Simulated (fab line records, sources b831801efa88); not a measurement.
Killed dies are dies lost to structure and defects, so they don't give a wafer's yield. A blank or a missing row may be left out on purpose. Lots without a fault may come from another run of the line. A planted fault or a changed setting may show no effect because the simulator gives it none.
A struck lot beside a sound one | flow sky130 | 31 steps out of a route of 708
Sound: wafers L171.1, L171.4, L171.5. Struck: wafers L188.2, L188.4, L188.5. The cause comes at the end.
At each step with rows: each side's tool, then ch and its chambers, then its first start. Under that, the readings that differ: sound wafers | struck wafers | difference of the means | sigmas: that difference in standard deviations of wafers without a fault.
alike: readings whose means differ by less than 2 such deviations, and words and numbers that are the same on both sides. not compared: withheld readings, readings that some wafer has no value for, bounds like >300 that may hide the same value, and numbers for which the record gives no deviation and whose values overlap.
The two part at a step that has a row with sigmas, a row that says differs or no value, or rows on one side only. Numbers that don't overlap but have no deviation are shown without sigmas and don't part them. A reading that every wafer of one side lacks parts them only if that side has two wafers or more.

first, 9 steps without rows for these wafers: SKY_RES_XHIGH_IMPLANT_07; SKY_RES_XHIGH_STRIP_08 (strips in O2/N2); SKY_SD_N_DEHYDRATE_00 (time 60 s); SKY_SD_N_HMDS_01 (prime time 60 s); SKY_SD_N_COAT_02 (resist thk 1140 nm); SKY_SD_N_SOFTBAKE_03 (time 60 s); SKY_SD_N_EXPOSE_04 (exposes mask NSDM, target cd 380 nm); SKY_SD_N_PEB_05; SKY_SD_N_DEVELOP_06 (develop time 60 s).
SKY_SD_N_IMPLANT_09:
  sound on implanter-01 ch 0, day 29 13:01; struck on implanter-01 ch 0, day 34 14:49
then, 20 steps without rows for these wafers: SKY_SD_N_IMPLANT_10; SKY_SD_N_STRIP_11 (strips in O2/N2); SKY_SD_N_CLEAN_13 (cleans in SC1/SC2, time 150 s); SKY_SD_N_RTA_14 (time 2 s); SKY_SALICIDE_CLEAN_00 (cleans in HF-last, time 30 s); SKY_LI_CONTACT_HDPCVD_00 (deposits PSG, target thk 930 nm, time 155 s); SKY_LI_CONTACT_CMP_02 (polishes PSG); SKY_LI_CONTACT_DEHYDRATE_04 (time 60 s); SKY_LI_CONTACT_HMDS_05 (prime time 60 s); SKY_LI_CONTACT_COAT_06 (resist thk 60 nm); SKY_LI_CONTACT_COAT_07 (resist thk 450 nm); SKY_LI_CONTACT_SOFTBAKE_08 (time 90 s); SKY_LI_CONTACT_EXPOSE_09 (exposes mask LICM1, target cd 170 nm); SKY_LI_CONTACT_PEB_10; SKY_LI_CONTACT_DEVELOP_11 (develop time 60 s); SKY_LI_CONTACT_ETCH_14 (etches BARC in N2/H2, stops on SiO2, time 45.9 s, target depth 60 nm); SKY_LI_CONTACT_ETCH_15 (etches PSG in C4F8/O2/Ar, stops on Si, target depth 600 nm); SKY_LI_CONTACT_STRIP_16 (strips in O2/N2); SKY_LI_CONTACT_CLEAN_17 (cleans in NMP, time 600 s); SKY_LI_CONTACT_PRE_CLEAN_18 (time 5.6 s).
-- the record jumps here: 16 days lie between the struck wafers' starts before and after (it left off in module LI_CONTACT and takes up again in module PAD_OPEN, whose first step shown is number 708 of the route) --
SKY_PAD_OPEN_PROBE_99:
  sound on prober-01, day 47 04:20; struck on prober-01, day 50 13:34
  reading                                 | sound                         | struck                        | difference | sigmas
  model.etest.nfet_16v.r_on_ohm_um        | 1.364e+04 1.369e+04 1.356e+04 | 1.432e+04 1.439e+04 1.444e+04 | +7.533e+02 |
  model.etest.nfet_g5v0d10v5.r_on_ohm_um  | 1846 1852 1850                | 1948 1982 1984                | +122       |
  model.etest.nfet_01v8.r_on_ohm_um       | 819.1 813 808.7               | 866.3 905.3 900.6             | +77.1      |
  model.etest.sonos_uncharged.r_on_ohm_um | 791 794.1 794.1               | 832.1 860.2 857.5             | +56.9      |
  model.etest.nfet_05v0_nvt.drive_ua_um   | 595.7 597.5 596.5             | 571.7 568.6 565.9             | -27.8      |
  model.etest.nfet_16v.drive_ua_um        | 231.5 234.4 233.2             | 217.2 216.4 216.7             | -16.3      |
  model.etest.cap_ono.gate_bv_v (V)       | 16.26 16.45 16.23             | 14.5 14.82 14.67              | -1.6       |
  alike: killed_at_M0_to_M3, killed_at_M4_up, killed_at_contacts, killed_at_front_end, killed_at_other, killed_dies, killed_open, killed_short
  not compared: model.etest.res_ndiff.rs_ohm_sq_rim_less_centre

WHERE THEY PART
Nowhere in this record.

WHY: what the simulator had put in
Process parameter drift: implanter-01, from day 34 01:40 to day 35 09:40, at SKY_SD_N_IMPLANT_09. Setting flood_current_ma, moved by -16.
